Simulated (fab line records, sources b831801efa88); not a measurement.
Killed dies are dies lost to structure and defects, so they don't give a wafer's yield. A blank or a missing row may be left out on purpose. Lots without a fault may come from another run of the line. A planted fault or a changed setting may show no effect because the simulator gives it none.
Split-lot experiment | flow gf180mcu | 5 lots, 23 wafers read, on a route of 602 steps

THE SPLIT
At GF_PSD_DEVELOP_06 (develop time 60 s), the setting develop_time_s was moved away from the recipe's 60 s on 10 of the 23 wafers read, by -14.9% to +13.9%. The other wafers ran this setting at the recipe's value.

The file shows no step between the split and the reading.

THE READING
cd_nm, in nm, at GF_PSD_CD_MEAS_07 (target cd 400 nm). Fault-free wafers of this fab line usually give 400.5 nm, standard deviation 2.5 nm.

wafer  | tool, chamber at the split | develop_time_s as run, s | against the recipe | cd_nm, nm | against lot-mates on the recipe
L074.1 | litho_track-01, 0          | 63.47                    | +5.8%              | 403.5     | +5.9
L074.3 | litho_track-01, 0          | 60                       | recipe             | 398.7     | -
L074.4 | litho_track-01, 0          | 63.47                    | +5.8%              | 404.6     | +7.0
L074.5 | litho_track-01, 0          | 60                       | recipe             | 396.5     | -
L074.6 | litho_track-01, 0          | 63.47                    | +5.8%              | 403.3     | +5.7
L076.1 | litho_track-01, 0          | 60                       | recipe             | 401.4     | -
L076.2 | litho_track-01, 0          | 68.32                    | +13.9%             | 411.8     | +12.3
L076.4 | litho_track-01, 0          | 68.32                    | +13.9%             | 411.1     | +11.6
L076.5 | litho_track-01, 0          | 60                       | recipe             | 397.6     | -
L076.6 | litho_track-01, 0          | 68.32                    | +13.9%             | 411.6     | +12.1
L077.1 | litho_track-03, 0          | 51.06                    | -14.9%             | 388.5     | -15.6
L077.2 | litho_track-03, 0          | 60                       | recipe             | 403.6     | -
L077.3 | litho_track-03, 0          | 60                       | recipe             | 404.8     | -
L077.4 | litho_track-03, 0          | 60                       | recipe             | 403.9     | -
L077.5 | litho_track-03, 0          | 51.06                    | -14.9%             | 388.1     | -16.0
L079.1 | litho_track-01, 0          | 60                       | recipe             | 397.9     | -
L079.2 | litho_track-01, 0          | 60                       | recipe             | 398.5     | -
L079.5 | litho_track-01, 0          | 60                       | recipe             | 399.6     | -
L082.1 | litho_track-01, 0          | 54.04                    | -9.9%              | 390.8     | -7.7
L082.2 | litho_track-01, 0          | 60                       | recipe             | 397.1     | -
L082.4 | litho_track-01, 0          | 60                       | recipe             | 399.6     | -
L082.5 | litho_track-01, 0          | 54.04                    | -9.9%              | 391.1     | -7.4
L082.6 | litho_track-01, 0          | 60                       | recipe             | 398.9     | -

THE FIT
A straight line over all 23 wafers: cd_nm changes by +0.815 nm for each +1% of develop_time_s; r = +0.95; the points scatter about the line by 2.1 nm.
The same after taking each lot's own level away (the mean of its wafers on the recipe; 23 wafers): +0.932 nm for each +1%; r = +0.99; scatter 1.3 nm.
On that fit, the largest move of develop_time_s shifts the reading by 14 nm.
The lots' own levels span 397.60 to 404.10 nm, that is 2.6 times the standard deviation above.
So the lot-to-lot level changes the slope: the two fits differ.
Check: with one of the wafers moved furthest among these (-14.9%) left out of the fit, the line predicts -13.4 nm for it against its lot-mates. It came out at -15.6 nm against them.

OTHER SPLITS ON THESE WAFERS
These wafers also went through other splits before the reading. Each is held against what the fit with the lots' levels taken away leaves over:
other split on the same wafers      | wafers away from the commonest value | r with cd_nm (lot level and that fit taken away)
GF_POLY_GATE_ETCH_12 source_w       | 5                                    | +0.22
GF_HV_LDD_IMPLANT_09 energy_kev     | 5                                    | -0.11
GF_HV_LDD_DEVELOP_18 develop_time_s | 7                                    | +0.24
GF_HV_LDD_DEVELOP_30 develop_time_s | 11                                   | -0.30
GF_HV_LDD_COAT_41 resist_thk_nm     | 4                                    | +0.24
GF_HV_LDD_CVD_56 time_s             | 15                                   | -0.10
GF_NSD_COAT_02 spin_rpm             | 6                                    | -0.31
GF_NSD_IMPLANT_09 energy_kev        | 10                                   | -0.06

THE FILE'S OWN FIT
cd_nm changes by +0.938 nm for each +1% of develop_time_s, r = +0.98.
